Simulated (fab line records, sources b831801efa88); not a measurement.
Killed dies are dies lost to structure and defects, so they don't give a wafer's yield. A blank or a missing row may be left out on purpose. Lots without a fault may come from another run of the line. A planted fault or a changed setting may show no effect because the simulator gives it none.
Tool commonality check | flow sky130 | 15 lots, 45 wafers sampled

WHY IT WAS OPENED
At SKY_GATE_OXIDE_THK_MEAS_02 the reading GATE_OXIDE_OXIDATION_00_THK is flagged on 3 of 15 lots. Wafers without a fault read 10.38 nm, standard deviation 0.2.
Rule: a lot is flagged when every wafer of it that has a number lies more than 4 standard deviations from that mean, or none has a number. The other lots count as sound.

lot  | measured     | on            | GATE_OXIDE_OXIDATION_00_THK (nm), wafer by wafer | flag
L277 | day 12 20:07 | film_metro-04 | 10.79 10.68 10.61                                |
L278 | day 13 05:02 | film_metro-03 | 10.54 10.47 10.45                                |
L279 | day 13 13:02 | film_metro-01 | 10.10 10.19 10.34                                |
L281 | day 14 13:10 | film_metro-01 | 10.30 10.32 10.34                                |
L283 | day 14 17:31 | film_metro-01 | 10.34 10.25 10.14                                |
L284 | day 15 05:04 | film_metro-04 | 10.70 10.42 10.70                                |
L286 | day 15 20:56 | film_metro-03 | 10.51 10.51 10.50                                |
L287 | day 16 01:41 | film_metro-03 | 10.21 10.33 10.34                                |
L289 | day 16 16:44 | film_metro-03 | 10.40 10.52 10.49                                |
L290 | day 17 11:28 | film_metro-04 | 8.49 8.40 8.40                                   | FLAGGED
L291 | day 17 18:08 | film_metro-04 | 8.00 8.00 7.97                                   | FLAGGED
L292 | day 17 22:19 | film_metro-04 | 8.41 8.50 8.53                                   | FLAGGED
L295 | day 18 21:53 | film_metro-04 | 10.02 10.35 10.26                                |
L299 | day 20 09:19 | film_metro-01 | 10.05 10.20 10.09                                |
L300 | day 20 21:17 | film_metro-04 | 10.17 10.24 10.11                                |
The numbers of the flagged lots are 8.30 nm on average: -2.08 nm against the usual, or -10 standard deviations.

WHICH TOOL RAN EACH LOT
The record holds 2 process steps before the reading, out of a route of 708 steps. In each cell: the tool, then ch and the chambers that the sampled wafers went through, then the start.
lot  | flag    | SKY_FIELD_ISO_CMP_27         | SKY_GATE_OXIDE_OXIDATION_01
L277 |         | cmp-01 ch 0,2,3, day 2 09:52 | furnace-02 ch 0, day 12 18:42
L278 |         | cmp-01 ch 0,1,2, day 2 16:43 | furnace-01 ch 0, day 13 03:38
L279 |         | cmp-01 ch 0,2,3, day 2 21:35 | furnace-02 ch 0, day 13 11:38
L281 |         | cmp-01 ch 0,2,3, day 3 13:19 | furnace-01 ch 0, day 14 11:44
L283 |         | cmp-02 ch 0,3, day 3 16:58   | furnace-02 ch 0, day 14 16:06
L284 |         | cmp-01 ch 2,3, day 3 21:33   | furnace-02 ch 0, day 15 03:39
L286 |         | cmp-02 ch 0,2,3, day 4 08:23 | furnace-02 ch 0, day 15 19:31
L287 |         | cmp-01 ch 1,2,3, day 4 12:36 | furnace-01 ch 0, day 16 00:15
L289 |         | cmp-01 ch 0,1,3, day 4 23:58 | furnace-01 ch 0, day 16 15:19
L290 | FLAGGED | cmp-02 ch 1,3, day 5 09:44   | furnace-01 ch 0, day 17 10:04
L291 | FLAGGED | cmp-01 ch 0,2,3, day 5 13:37 | furnace-01 ch 0, day 17 16:44
L292 | FLAGGED | cmp-01 ch 0,1, day 5 17:41   | furnace-01 ch 0, day 17 20:53
L295 |         | cmp-01 ch 0,1,3, day 6 09:01 | furnace-02 ch 0, day 18 20:27
L299 |         | cmp-02 ch 0,1,3, day 7 08:46 | furnace-02 ch 0, day 20 07:53
L300 |         | cmp-02 ch 2,3, day 7 14:16   | furnace-02 ch 0, day 20 19:53
What these steps do:
- SKY_FIELD_ISO_CMP_27: polishes, stops on Si3N4, t overpolish 16 s, target thk 457.8 nm.
- SKY_GATE_OXIDE_OXIDATION_01: stabilise 600 s, purge 300 s, target thk 10.268 nm.
- SKY_GATE_OXIDE_THK_MEAS_02

FLAGGED OVER TOTAL, TOOL BY TOOL (the gauges that took the reading come last)
step                        | tool          | lots run | flagged | share of the flagged lots | sound lots run after its first flagged lot
SKY_FIELD_ISO_CMP_27        | cmp-01        | 10       | 2       | some                      | 1 (L295)
SKY_FIELD_ISO_CMP_27        | cmp-02        | 5        | 1       | some                      | 2 (L299,L300)
SKY_GATE_OXIDE_OXIDATION_01 | furnace-01    | 7        | 3       | all                       | 0
SKY_GATE_OXIDE_OXIDATION_01 | furnace-02    | 8        | 0       | none                      | -
SKY_GATE_OXIDE_THK_MEAS_02  | film_metro-01 | 4        | 0       | none                      | -
SKY_GATE_OXIDE_THK_MEAS_02  | film_metro-03 | 4        | 0       | none                      | -
SKY_GATE_OXIDE_THK_MEAS_02  | film_metro-04 | 7        | 3       | all                       | 2 (L295,L300)

WHAT THE TABLE ALLOWS
2 rows of the table ran every flagged lot: furnace-01 at SKY_GATE_OXIDE_OXIDATION_01, film_metro-04 at SKY_GATE_OXIDE_THK_MEAS_02.
- furnace-01 at SKY_GATE_OXIDE_OXIDATION_01: 3 of its 7 lots flagged. Its last sound lot is L289 (day 16 15:19), its first flagged lot L290 (day 17 10:04): a fault that began between those two fits. Its own readings lie more than 4 standard deviations out on every wafer of the flagged lots: spike_tc_bottom_C, spike_tc_centre_C, spike_tc_lower_C, spike_tc_top_C, spike_tc_upper_C, tube_center_temp_C, tube_center_temp_C_max.
- film_metro-04 at SKY_GATE_OXIDE_THK_MEAS_02: 3 of its 7 lots flagged. Sound lots ran on it after the first flagged one (L295, L300), which a lasting fault on the whole tool wouldn't allow.
One tool is left: furnace-01 at SKY_GATE_OXIDE_OXIDATION_01.

WHAT THE SIMULATOR HAD PUT IN
Process parameter drift: furnace-01, from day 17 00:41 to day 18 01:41, at SKY_GATE_OXIDE_OXIDATION_01. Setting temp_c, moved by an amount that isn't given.
Lots struck among those shown: L290, L291, L292. The rule above found the same.
